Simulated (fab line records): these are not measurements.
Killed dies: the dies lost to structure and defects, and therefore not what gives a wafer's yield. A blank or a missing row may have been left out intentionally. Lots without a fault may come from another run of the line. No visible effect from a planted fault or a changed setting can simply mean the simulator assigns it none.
Which of the tools did it? / flow sky130 / 24 lots with 72 wafers sampled at 6 steps, on a route of 708 steps

## WHAT EACH GAUGE READ, for each wafer
SKY_METAL4_CD_MEAS_13: target cd 300 nm. Usual: cd_nm 300.2 nm, standard deviation 1.3.
lot=L074; measured=day 41 18:28; on=cd_sem-01; cd_nm (nm)=301.2 299.9 301.2; flag=
lot=L075; measured=day 41 23:46; on=cd_sem-01; cd_nm (nm)=300.7 300.7 300.2; flag=
lot=L077; measured=day 42 12:14; on=cd_sem-01; cd_nm (nm)=299.6 298.6 297.3; flag=
lot=L076; measured=day 42 13:29; on=cd_sem-02; cd_nm (nm)=299.4 299.7 300.9; flag=
lot=L078; measured=day 42 16:23; on=cd_sem-01; cd_nm (nm)=301.9 302.7 300.4; flag=
lot=L079; measured=day 43 04:13; on=cd_sem-01; cd_nm (nm)=299.0 299.2 299.8; flag=
lot=L082; measured=day 44 08:14; on=cd_sem-02; cd_nm (nm)=301.8 301.3 300.6; flag=
lot=L080; measured=day 44 08:37; on=cd_sem-01; cd_nm (nm)=298.5 299.4 299.5; flag=
lot=L081; measured=day 44 10:13; on=cd_sem-02; cd_nm (nm)=300.7 299.1 297.5; flag=
lot=L083; measured=day 44 12:37; on=cd_sem-02; cd_nm (nm)=298.9 300.7 299.1; flag=
lot=L084; measured=day 44 14:31; on=cd_sem-01; cd_nm (nm)=299.9 300.2 299.5; flag=
lot=L085; measured=day 44 17:04; on=cd_sem-02; cd_nm (nm)=302.6 300.6 302.0; flag=
lot=L086; measured=day 45 02:50; on=cd_sem-02; cd_nm (nm)=301.6 301.8 300.3; flag=
lot=L087; measured=day 45 11:47; on=cd_sem-02; cd_nm (nm)=298.5 299.5 298.7; flag=
lot=L088; measured=day 45 15:50; on=cd_sem-01; cd_nm (nm)=300.5 299.6 298.6; flag=
lot=L089; measured=day 45 16:58; on=cd_sem-01; cd_nm (nm)=297.6 299.0 298.5; flag=
lot=L090; measured=day 45 22:41; on=cd_sem-02; cd_nm (nm)=301.7 301.9 302.1; flag=
lot=L091; measured=day 46 03:28; on=cd_sem-01; cd_nm (nm)=297.8 299.6 299.3; flag=
lot=L092; measured=day 46 14:13; on=cd_sem-01; cd_nm (nm)=301.3 299.9 301.1; flag=
lot=L093; measured=day 46 17:38; on=cd_sem-01; cd_nm (nm)=301.3 300.6 301.4; flag=
lot=L094; measured=day 46 21:23; on=cd_sem-01; cd_nm (nm)=299.4 298.4 299.3; flag=
lot=L095; measured=day 47 05:31; on=cd_sem-01; cd_nm (nm)=300.6 301.3 300.6; flag=
lot=L096; measured=day 47 10:35; on=cd_sem-02; cd_nm (nm)=299.4 299.0 300.2; flag=
lot=L097; measured=day 47 14:55; on=cd_sem-02; cd_nm (nm)=301.7 301.8 300.5; flag=

SKY_VIA4_RS_MEAS_19: measures by four-point-probe. Usual: VIA4_W_RS typically reads 0.2261 ohm/sq, with standard deviation 0.0021.
lot=L074; measured=day 42 20:38; on=film_metro-01; VIA4_W_RS (ohm/sq)=0.2227 0.2253 0.2226; flag=
lot=L075; measured=day 43 02:08; on=film_metro-03; VIA4_W_RS (ohm/sq)=0.2258 0.2291 0.2269; flag=
lot=L077; measured=day 43 13:42; on=film_metro-02; VIA4_W_RS (ohm/sq)=0.2249 0.2236 0.2262; flag=
lot=L076; measured=day 43 14:46; on=film_metro-02; VIA4_W_RS (ohm/sq)=0.2256 0.2264 0.2254; flag=
lot=L078; measured=day 43 17:31; on=film_metro-01; VIA4_W_RS (ohm/sq)=0.2235 0.2238 0.2235; flag=
lot=L079; measured=day 44 05:26; on=film_metro-03; VIA4_W_RS (ohm/sq)=0.2264 0.2255 0.2264; flag=
lot=L082; measured=day 45 09:05; on=film_metro-01; VIA4_W_RS (ohm/sq)=0.2259 0.2262 0.2253; flag=
lot=L080; measured=day 45 09:41; on=film_metro-01; VIA4_W_RS (ohm/sq)=0.2260 0.2244 0.2291; flag=
lot=L081; measured=day 45 10:41; on=film_metro-03; VIA4_W_RS (ohm/sq)=0.2254 0.2260 0.2283; flag=
lot=L083; measured=day 45 13:35; on=film_metro-01; VIA4_W_RS (ohm/sq)=0.2281 0.2266 0.2285; flag=
lot=L084; measured=day 45 14:56; on=film_metro-01; VIA4_W_RS (ohm/sq)=0.2263 0.2272 0.2300; flag=
lot=L085; measured=day 45 17:14; on=film_metro-03; VIA4_W_RS (ohm/sq)=0.2270 0.2267 0.2278; flag=
lot=L086; measured=day 46 02:19; on=film_metro-03; VIA4_W_RS (ohm/sq)=0.2261 0.2257 0.2250; flag=
lot=L087; measured=day 46 10:48; on=film_metro-02; VIA4_W_RS (ohm/sq)=0.2273 0.2309 0.2275; flag=
lot=L088; measured=day 46 14:55; on=film_metro-02; VIA4_W_RS (ohm/sq)=0.2249 0.2238 0.2260; flag=
lot=L089; measured=day 46 16:24; on=film_metro-03; VIA4_W_RS (ohm/sq)=0.2213 0.2235 0.2245; flag=
lot=L090; measured=day 46 21:14; on=film_metro-03; VIA4_W_RS (ohm/sq)=0.2273 0.2289 0.2265; flag=
lot=L091; measured=day 47 00:55; on=film_metro-03; VIA4_W_RS (ohm/sq)=0.2248 0.2273 0.2290; flag=
lot=L092; measured=day 47 12:58; on=film_metro-02; VIA4_W_RS (ohm/sq)=0.2276 0.2237 0.2247; flag=
lot=L093; measured=day 47 16:32; on=film_metro-01; VIA4_W_RS (ohm/sq)=0.2262 0.2253 0.2251; flag=
lot=L094; measured=day 47 19:46; on=film_metro-03; VIA4_W_RS (ohm/sq)=0.2259 0.2291 0.2288; flag=
lot=L095; measured=day 48 04:26; on=film_metro-01; VIA4_W_RS (ohm/sq)=0.2285 0.2267 0.2270; flag=
lot=L096; measured=day 48 08:52; on=film_metro-01; VIA4_W_RS (ohm/sq)=0.2251 0.2240 0.2262; flag=
lot=L097; measured=day 48 13:05; on=film_metro-02; VIA4_W_RS (ohm/sq)=0.2271 0.2305 0.2289; flag=

## WHICH TOOL RAN EACH LOT (tool, then ch and the chambers of the sampled wafers, then the start)
lot=L074; SKY_VIA3_SPUTTER_20=pvd_sputter-03, day 39 17:10; SKY_METAL4_SPUTTER_00=pvd_sputter-04, day 39 17:50; SKY_METAL4_SPUTTER_01=pvd_sputter-04, day 39 17:51; SKY_VIA4_CMP_02=cmp-02 ch 1,2,3, day 41 20:09
lot=L075; SKY_VIA3_SPUTTER_20=pvd_sputter-01, day 39 21:52; SKY_METAL4_SPUTTER_00=pvd_sputter-04, day 39 22:32; SKY_METAL4_SPUTTER_01=pvd_sputter-04, day 39 22:34; SKY_VIA4_CMP_02=cmp-01 ch 2,3, day 42 01:31
lot=L077; SKY_VIA3_SPUTTER_20=pvd_sputter-03, day 40 10:47; SKY_METAL4_SPUTTER_00=pvd_sputter-04, day 40 11:27; SKY_METAL4_SPUTTER_01=pvd_sputter-04, day 40 11:28; SKY_VIA4_CMP_02=cmp-01 ch 1,2,3, day 42 13:43
lot=L076; SKY_VIA3_SPUTTER_20=pvd_sputter-04, day 40 12:26; SKY_METAL4_SPUTTER_00=pvd_sputter-03, day 40 13:06; SKY_METAL4_SPUTTER_01=pvd_sputter-03, day 40 13:07; SKY_VIA4_CMP_02=cmp-01 ch 0,2,3, day 42 15:01
lot=L078; SKY_VIA3_SPUTTER_20=pvd_sputter-01, day 40 15:17; SKY_METAL4_SPUTTER_00=pvd_sputter-04, day 40 15:57; SKY_METAL4_SPUTTER_01=pvd_sputter-04, day 40 15:58; SKY_VIA4_CMP_02=cmp-01 ch 0,1,3, day 42 17:56
lot=L079; SKY_VIA3_SPUTTER_20=pvd_sputter-03, day 41 03:19; SKY_METAL4_SPUTTER_00=pvd_sputter-04, day 41 03:59; SKY_METAL4_SPUTTER_01=pvd_sputter-04, day 41 04:01; SKY_VIA4_CMP_02=cmp-01 ch 0,3, day 43 05:34
lot=L082; SKY_VIA3_SPUTTER_20=pvd_sputter-03, day 42 08:55; SKY_METAL4_SPUTTER_00=pvd_sputter-02, day 42 09:35; SKY_METAL4_SPUTTER_01=pvd_sputter-02, day 42 09:36; SKY_VIA4_CMP_02=cmp-01 ch 0,3, day 44 09:29
lot=L080; SKY_VIA3_SPUTTER_20=pvd_sputter-04, day 42 09:04; SKY_METAL4_SPUTTER_00=pvd_sputter-03, day 42 09:44; SKY_METAL4_SPUTTER_01=pvd_sputter-03, day 42 09:45; SKY_VIA4_CMP_02=cmp-02 ch 0,3, day 44 10:05
lot=L081; SKY_VIA3_SPUTTER_20=pvd_sputter-03, day 42 10:40; SKY_METAL4_SPUTTER_00=pvd_sputter-04, day 42 11:20; SKY_METAL4_SPUTTER_01=pvd_sputter-04, day 42 11:22; SKY_VIA4_CMP_02=cmp-01 ch 1,2, day 44 11:32
lot=L083; SKY_VIA3_SPUTTER_20=pvd_sputter-01, day 42 13:13; SKY_METAL4_SPUTTER_00=pvd_sputter-03, day 42 13:53; SKY_METAL4_SPUTTER_01=pvd_sputter-03, day 42 13:55; SKY_VIA4_CMP_02=cmp-02 ch 1,2,3, day 44 14:13
lot=L084; SKY_VIA3_SPUTTER_20=pvd_sputter-04, day 42 15:43; SKY_METAL4_SPUTTER_00=pvd_sputter-03, day 42 16:23; SKY_METAL4_SPUTTER_01=pvd_sputter-03, day 42 16:25; SKY_VIA4_CMP_02=cmp-01 ch 1,3, day 44 16:08
lot=L085; SKY_VIA3_SPUTTER_20=pvd_sputter-01, day 42 19:04; SKY_METAL4_SPUTTER_00=pvd_sputter-04, day 42 19:44; SKY_METAL4_SPUTTER_01=pvd_sputter-04, day 42 19:46; SKY_VIA4_CMP_02=cmp-01 ch 0,2,3, day 44 18:26
lot=L086; SKY_VIA3_SPUTTER_20=pvd_sputter-01, day 43 04:04; SKY_METAL4_SPUTTER_00=pvd_sputter-03, day 43 04:44; SKY_METAL4_SPUTTER_01=pvd_sputter-03, day 43 04:45; SKY_VIA4_CMP_02=cmp-01 ch 2,3, day 45 04:35
lot=L087; SKY_VIA3_SPUTTER_20=pvd_sputter-03, day 43 13:13; SKY_METAL4_SPUTTER_00=pvd_sputter-04, day 43 13:53; SKY_METAL4_SPUTTER_01=pvd_sputter-04, day 43 13:55; SKY_VIA4_CMP_02=cmp-02 ch 1,3, day 45 13:14
lot=L088; SKY_VIA3_SPUTTER_20=pvd_sputter-03, day 43 17:55; SKY_METAL4_SPUTTER_00=pvd_sputter-02, day 43 18:43; SKY_METAL4_SPUTTER_01=pvd_sputter-02, day 43 18:44; SKY_VIA4_CMP_02=cmp-02 ch 2,3, day 45 17:31
lot=L089; SKY_VIA3_SPUTTER_20=pvd_sputter-03, day 43 18:54; SKY_METAL4_SPUTTER_00=pvd_sputter-02, day 43 19:34; SKY_METAL4_SPUTTER_01=pvd_sputter-02, day 43 19:35; SKY_VIA4_CMP_02=cmp-02 ch 0,1,2, day 45 18:51
lot=L090; SKY_VIA3_SPUTTER_20=pvd_sputter-04, day 44 01:43; SKY_METAL4_SPUTTER_00=pvd_sputter-02, day 44 02:23; SKY_METAL4_SPUTTER_01=pvd_sputter-02, day 44 02:25; SKY_VIA4_CMP_02=cmp-02 ch 1,2,3, day 46 00:23
lot=L091; SKY_VIA3_SPUTTER_20=pvd_sputter-04, day 44 07:17; SKY_METAL4_SPUTTER_00=pvd_sputter-03, day 44 07:58; SKY_METAL4_SPUTTER_01=pvd_sputter-03, day 44 07:59; SKY_VIA4_CMP_02=cmp-02 ch 0,2,3, day 46 04:51
lot=L092; SKY_VIA3_SPUTTER_20=pvd_sputter-04, day 44 19:16; SKY_METAL4_SPUTTER_00=pvd_sputter-04, day 44 19:57; SKY_METAL4_SPUTTER_01=pvd_sputter-04, day 44 19:59; SKY_VIA4_CMP_02=cmp-01 ch 0,2,3, day 46 15:44
lot=L093; SKY_VIA3_SPUTTER_20=pvd_sputter-04, day 44 23:10; SKY_METAL4_SPUTTER_00=pvd_sputter-03, day 44 23:50; SKY_METAL4_SPUTTER_01=pvd_sputter-03, day 44 23:52; SKY_VIA4_CMP_02=cmp-02 ch 0,2,3, day 46 19:07
lot=L094; SKY_VIA3_SPUTTER_20=pvd_sputter-03, day 45 03:20; SKY_METAL4_SPUTTER_00=pvd_sputter-02, day 45 04:06; SKY_METAL4_SPUTTER_01=pvd_sputter-02, day 45 04:07; SKY_VIA4_CMP_02=cmp-01 ch 1,2,3, day 46 22:49
lot=L095; SKY_VIA3_SPUTTER_20=pvd_sputter-04, day 45 11:23; SKY_METAL4_SPUTTER_00=pvd_sputter-04, day 45 12:04; SKY_METAL4_SPUTTER_01=pvd_sputter-04, day 45 12:05; SKY_VIA4_CMP_02=cmp-02 ch 0,1,3, day 47 07:11
lot=L096; SKY_VIA3_SPUTTER_20=pvd_sputter-03, day 45 16:45; SKY_METAL4_SPUTTER_00=pvd_sputter-04, day 45 17:31; SKY_METAL4_SPUTTER_01=pvd_sputter-04, day 45 17:32; SKY_VIA4_CMP_02=cmp-01 ch 0,3, day 47 12:06
lot=L097; SKY_VIA3_SPUTTER_20=pvd_sputter-03, day 45 20:35; SKY_METAL4_SPUTTER_00=pvd_sputter-04, day 45 21:15; SKY_METAL4_SPUTTER_01=pvd_sputter-04, day 45 21:16; SKY_VIA4_CMP_02=cmp-02 ch 1,2,3, day 47 16:28
- SKY_VIA3_SPUTTER_20: material TiN, target thk 20 nm, time 83.35 s.
- SKY_METAL4_SPUTTER_00: material Ti, target thk 15 nm, time 10 s.
- SKY_METAL4_SPUTTER_01: material TiN, target thk 20 nm, time 16.7 s.
- SKY_VIA4_CMP_02: polishes SiO2.

## AS READ BY THE TOOLS THEMSELVES (means over the sampled wafers that have a number; for cases with no such wafer, the mark the record gives instead)
SKY_VIA3_SPUTTER_20. Usual: chamber_pressure_pa 5.000 Pa, standard deviation 0.01; throttle_valve_pct 30.1 %, standard deviation 1.2.
lot=L074; tool=pvd_sputter-03; chamber_pressure_pa (Pa)=5.004; throttle_valve_pct (%)=31.1; flag=
lot=L075; tool=pvd_sputter-01; chamber_pressure_pa (Pa)=5.000; throttle_valve_pct (%)=30.5; flag=
lot=L077; tool=pvd_sputter-03; chamber_pressure_pa (Pa)=5.008; throttle_valve_pct (%)=28.8; flag=
lot=L076; tool=pvd_sputter-04; chamber_pressure_pa (Pa)=5.004; throttle_valve_pct (%)=30.3; flag=
lot=L078; tool=pvd_sputter-01; chamber_pressure_pa (Pa)=5.003; throttle_valve_pct (%)=29.5; flag=
lot=L079; tool=pvd_sputter-03; chamber_pressure_pa (Pa)=5.004; throttle_valve_pct (%)=30.6; flag=
lot=L082; tool=pvd_sputter-03; chamber_pressure_pa (Pa)=4.997; throttle_valve_pct (%)=29.6; flag=
lot=L080; tool=pvd_sputter-04; chamber_pressure_pa (Pa)=4.989; throttle_valve_pct (%)=29.3; flag=
lot=L081; tool=pvd_sputter-03; chamber_pressure_pa (Pa)=4.999; throttle_valve_pct (%)=29.3; flag=
lot=L083; tool=pvd_sputter-01; chamber_pressure_pa (Pa)=4.996; throttle_valve_pct (%)=29.9; flag=
lot=L084; tool=pvd_sputter-04; chamber_pressure_pa (Pa)=4.996; throttle_valve_pct (%)=29.6; flag=
lot=L085; tool=pvd_sputter-01; chamber_pressure_pa (Pa)=4.993; throttle_valve_pct (%)=30.6; flag=
lot=L086; tool=pvd_sputter-01; chamber_pressure_pa (Pa)=4.991; throttle_valve_pct (%)=30.0; flag=
lot=L087; tool=pvd_sputter-03; chamber_pressure_pa (Pa)=4.999; throttle_valve_pct (%)=29.5; flag=
lot=L088; tool=pvd_sputter-03; chamber_pressure_pa (Pa)=5.000; throttle_valve_pct (%)=29.4; flag=
lot=L089; tool=pvd_sputter-03; chamber_pressure_pa (Pa)=4.996; throttle_valve_pct (%)=30.0; flag=
lot=L090; tool=pvd_sputter-04; chamber_pressure_pa (Pa)=4.992; throttle_valve_pct (%)=28.9; flag=
lot=L091; tool=pvd_sputter-04; chamber_pressure_pa (Pa)=5.001; throttle_valve_pct (%)=29.8; flag=
lot=L092; tool=pvd_sputter-04; chamber_pressure_pa (Pa)=5.000; throttle_valve_pct (%)=30.5; flag=
lot=L093; tool=pvd_sputter-04; chamber_pressure_pa (Pa)=4.996; throttle_valve_pct (%)=29.8; flag=
lot=L094; tool=pvd_sputter-03; chamber_pressure_pa (Pa)=5.004; throttle_valve_pct (%)=31.1; flag=
lot=L095; tool=pvd_sputter-04; chamber_pressure_pa (Pa)=4.999; throttle_valve_pct (%)=30.2; flag=
lot=L096; tool=pvd_sputter-03; chamber_pressure_pa (Pa)=4.995; throttle_valve_pct (%)=30.8; flag=
lot=L097; tool=pvd_sputter-03; chamber_pressure_pa (Pa)=5.009; throttle_valve_pct (%)=30.9; flag=

SKY_METAL4_SPUTTER_00. Usual: chamber_pressure_pa 0.3999 Pa, standard deviation 0.00072; throttle_valve_pct 29.9 %, standard deviation 1.
lot=L074; tool=pvd_sputter-04; chamber_pressure_pa (Pa)=0.3999; throttle_valve_pct (%)=29.6; flag=
lot=L075; tool=pvd_sputter-04; chamber_pressure_pa (Pa)=0.3993; throttle_valve_pct (%)=30.8; flag=
lot=L077; tool=pvd_sputter-04; chamber_pressure_pa (Pa)=0.3999; throttle_valve_pct (%)=31.1; flag=
lot=L076; tool=pvd_sputter-03; chamber_pressure_pa (Pa)=0.4002; throttle_valve_pct (%)=29.9; flag=
lot=L078; tool=pvd_sputter-04; chamber_pressure_pa (Pa)=0.3995; throttle_valve_pct (%)=29.6; flag=
lot=L079; tool=pvd_sputter-04; chamber_pressure_pa (Pa)=0.4008; throttle_valve_pct (%)=30.0; flag=
lot=L082; tool=pvd_sputter-02; chamber_pressure_pa (Pa)=0.3999; throttle_valve_pct (%)=29.5; flag=
lot=L080; tool=pvd_sputter-03; chamber_pressure_pa (Pa)=0.4007; throttle_valve_pct (%)=29.8; flag=
lot=L081; tool=pvd_sputter-04; chamber_pressure_pa (Pa)=0.3999; throttle_valve_pct (%)=29.4; flag=
lot=L083; tool=pvd_sputter-03; chamber_pressure_pa (Pa)=0.3995; throttle_valve_pct (%)=29.7; flag=
lot=L084; tool=pvd_sputter-03; chamber_pressure_pa (Pa)=0.3999; throttle_valve_pct (%)=30.1; flag=
lot=L085; tool=pvd_sputter-04; chamber_pressure_pa (Pa)=0.4004; throttle_valve_pct (%)=29.8; flag=
lot=L086; tool=pvd_sputter-03; chamber_pressure_pa (Pa)=0.3999; throttle_valve_pct (%)=29.6; flag=
lot=L087; tool=pvd_sputter-04; chamber_pressure_pa (Pa)=0.3999; throttle_valve_pct (%)=29.6; flag=
lot=L088; tool=pvd_sputter-02; chamber_pressure_pa (Pa)=0.3996; throttle_valve_pct (%)=29.4; flag=
lot=L089; tool=pvd_sputter-02; chamber_pressure_pa (Pa)=0.3999; throttle_valve_pct (%)=29.5; flag=
lot=L090; tool=pvd_sputter-02; chamber_pressure_pa (Pa)=0.3997; throttle_valve_pct (%)=29.5; flag=
lot=L091; tool=pvd_sputter-03; chamber_pressure_pa (Pa)=0.3994; throttle_valve_pct (%)=30.5; flag=
lot=L092; tool=pvd_sputter-04; chamber_pressure_pa (Pa)=0.4003; throttle_valve_pct (%)=29.7; flag=
lot=L093; tool=pvd_sputter-03; chamber_pressure_pa (Pa)=0.3996; throttle_valve_pct (%)=30.8; flag=
lot=L094; tool=pvd_sputter-02; chamber_pressure_pa (Pa)=0.4002; throttle_valve_pct (%)=29.6; flag=
lot=L095; tool=pvd_sputter-04; chamber_pressure_pa (Pa)=0.3999; throttle_valve_pct (%)=30.0; flag=
lot=L096; tool=pvd_sputter-04; chamber_pressure_pa (Pa)=0.3999; throttle_valve_pct (%)=29.7; flag=
lot=L097; tool=pvd_sputter-04; chamber_pressure_pa (Pa)=0.4000; throttle_valve_pct (%)=29.0; flag=

SKY_METAL4_SPUTTER_01. Usual: chamber_pressure_pa 0.4000 Pa, standard deviation 0.0008; throttle_valve_pct 29.9 %, standard deviation 1.1.
lot=L074; tool=pvd_sputter-04; chamber_pressure_pa (Pa)=0.3992; throttle_valve_pct (%)=29.7; flag=
lot=L075; tool=pvd_sputter-04; chamber_pressure_pa (Pa)=0.3997; throttle_valve_pct (%)=30.7; flag=
lot=L077; tool=pvd_sputter-04; chamber_pressure_pa (Pa)=0.4003; throttle_valve_pct (%)=31.1; flag=
lot=L076; tool=pvd_sputter-03; chamber_pressure_pa (Pa)=0.4004; throttle_valve_pct (%)=29.8; flag=
lot=L078; tool=pvd_sputter-04; chamber_pressure_pa (Pa)=0.4004; throttle_valve_pct (%)=29.6; flag=
lot=L079; tool=pvd_sputter-04; chamber_pressure_pa (Pa)=0.4006; throttle_valve_pct (%)=30.0; flag=
lot=L082; tool=pvd_sputter-02; chamber_pressure_pa (Pa)=0.4002; throttle_valve_pct (%)=29.5; flag=
lot=L080; tool=pvd_sputter-03; chamber_pressure_pa (Pa)=0.4000; throttle_valve_pct (%)=29.5; flag=
lot=L081; tool=pvd_sputter-04; chamber_pressure_pa (Pa)=0.4001; throttle_valve_pct (%)=29.3; flag=
lot=L083; tool=pvd_sputter-03; chamber_pressure_pa (Pa)=0.4003; throttle_valve_pct (%)=29.8; flag=
lot=L084; tool=pvd_sputter-03; chamber_pressure_pa (Pa)=0.4001; throttle_valve_pct (%)=29.9; flag=
lot=L085; tool=pvd_sputter-04; chamber_pressure_pa (Pa)=0.3995; throttle_valve_pct (%)=29.6; flag=
lot=L086; tool=pvd_sputter-03; chamber_pressure_pa (Pa)=0.4002; throttle_valve_pct (%)=29.6; flag=
lot=L087; tool=pvd_sputter-04; chamber_pressure_pa (Pa)=0.4000; throttle_valve_pct (%)=29.7; flag=
lot=L088; tool=pvd_sputter-02; chamber_pressure_pa (Pa)=0.3998; throttle_valve_pct (%)=29.3; flag=
lot=L089; tool=pvd_sputter-02; chamber_pressure_pa (Pa)=0.3993; throttle_valve_pct (%)=29.4; flag=
lot=L090; tool=pvd_sputter-02; chamber_pressure_pa (Pa)=0.3997; throttle_valve_pct (%)=29.5; flag=
lot=L091; tool=pvd_sputter-03; chamber_pressure_pa (Pa)=0.3998; throttle_valve_pct (%)=30.4; flag=
lot=L092; tool=pvd_sputter-04; chamber_pressure_pa (Pa)=0.3992; throttle_valve_pct (%)=29.5; flag=
lot=L093; tool=pvd_sputter-03; chamber_pressure_pa (Pa)=0.3995; throttle_valve_pct (%)=30.7; flag=
lot=L094; tool=pvd_sputter-02; chamber_pressure_pa (Pa)=0.4002; throttle_valve_pct (%)=29.7; flag=
lot=L095; tool=pvd_sputter-04; chamber_pressure_pa (Pa)=0.4004; throttle_valve_pct (%)=30.0; flag=
lot=L096; tool=pvd_sputter-04; chamber_pressure_pa (Pa)=0.4004; throttle_valve_pct (%)=29.6; flag=
lot=L097; tool=pvd_sputter-04; chamber_pressure_pa (Pa)=0.3987; throttle_valve_pct (%)=29.0; flag=

SKY_VIA4_CMP_02. Usual: motor_current_A 12.2 A, standard deviation 1.5; slurry_filter_dp_kPa 13.48 kPa, standard deviation 0.14.
lot=L074; tool=cmp-02; motor_current_A (A)=11.6; slurry_filter_dp_kPa (kPa)=13.48; flag=
lot=L075; tool=cmp-01; motor_current_A (A)=11.8; slurry_filter_dp_kPa (kPa)=13.53; flag=
lot=L077; tool=cmp-01; motor_current_A (A)=12.1; slurry_filter_dp_kPa (kPa)=13.49; flag=
lot=L076; tool=cmp-01; motor_current_A (A)=11.8; slurry_filter_dp_kPa (kPa)=13.28; flag=
lot=L078; tool=cmp-01; motor_current_A (A)=12.5; slurry_filter_dp_kPa (kPa)=13.57; flag=
lot=L079; tool=cmp-01; motor_current_A (A)=11.9; slurry_filter_dp_kPa (kPa)=13.47; flag=
lot=L082; tool=cmp-01; motor_current_A (A)=12.4; slurry_filter_dp_kPa (kPa)=13.53; flag=
lot=L080; tool=cmp-02; motor_current_A (A)=12.3; slurry_filter_dp_kPa (kPa)=13.54; flag=
lot=L081; tool=cmp-01; motor_current_A (A)=11.9; slurry_filter_dp_kPa (kPa)=13.35; flag=
lot=L083; tool=cmp-02; motor_current_A (A)=11.6; slurry_filter_dp_kPa (kPa)=13.52; flag=
lot=L084; tool=cmp-01; motor_current_A (A)=11.8; slurry_filter_dp_kPa (kPa)=13.64; flag=
lot=L085; tool=cmp-01; motor_current_A (A)=11.9; slurry_filter_dp_kPa (kPa)=13.50; flag=
lot=L086; tool=cmp-01; motor_current_A (A)=11.1; slurry_filter_dp_kPa (kPa)=13.55; flag=
lot=L087; tool=cmp-02; motor_current_A (A)=11.1; slurry_filter_dp_kPa (kPa)=13.42; flag=
lot=L088; tool=cmp-02; motor_current_A (A)=11.5; slurry_filter_dp_kPa (kPa)=13.36; flag=
lot=L089; tool=cmp-02; motor_current_A (A)=13.3; slurry_filter_dp_kPa (kPa)=13.55; flag=
lot=L090; tool=cmp-02; motor_current_A (A)=11.4; slurry_filter_dp_kPa (kPa)=13.38; flag=
lot=L091; tool=cmp-02; motor_current_A (A)=12.8; slurry_filter_dp_kPa (kPa)=13.43; flag=
lot=L092; tool=cmp-01; motor_current_A (A)=11.7; slurry_filter_dp_kPa (kPa)=13.32; flag=
lot=L093; tool=cmp-02; motor_current_A (A)=12.6; slurry_filter_dp_kPa (kPa)=13.65; flag=
lot=L094; tool=cmp-01; motor_current_A (A)=11.7; slurry_filter_dp_kPa (kPa)=13.37; flag=
lot=L095; tool=cmp-02; motor_current_A (A)=13.0; slurry_filter_dp_kPa (kPa)=13.50; flag=
lot=L096; tool=cmp-01; motor_current_A (A)=12.2; slurry_filter_dp_kPa (kPa)=13.59; flag=
lot=L097; tool=cmp-02; motor_current_A (A)=11.4; slurry_filter_dp_kPa (kPa)=13.53; flag=

## THE ANSWER, worked out from the rows above alone
Rule: a lot is off if the mean of its wafers that have a number lies more than 3 standard deviations from the usual mean. A lot without any number at a reading at which 4 lots or more have one is off too. Where the step has rows for the other lots, those lots are counted as sound. After the gauges, taken in route order, come the tools' own readings; for these a lot's mean is taken, as printed above. At the first step where some lot is off, the reading lying furthest off is the one used; lots without a number count as furthest.
No lot is off at any reading shown: from this, nothing can be told.

## WHAT THE SIMULATOR HAD PUT IN
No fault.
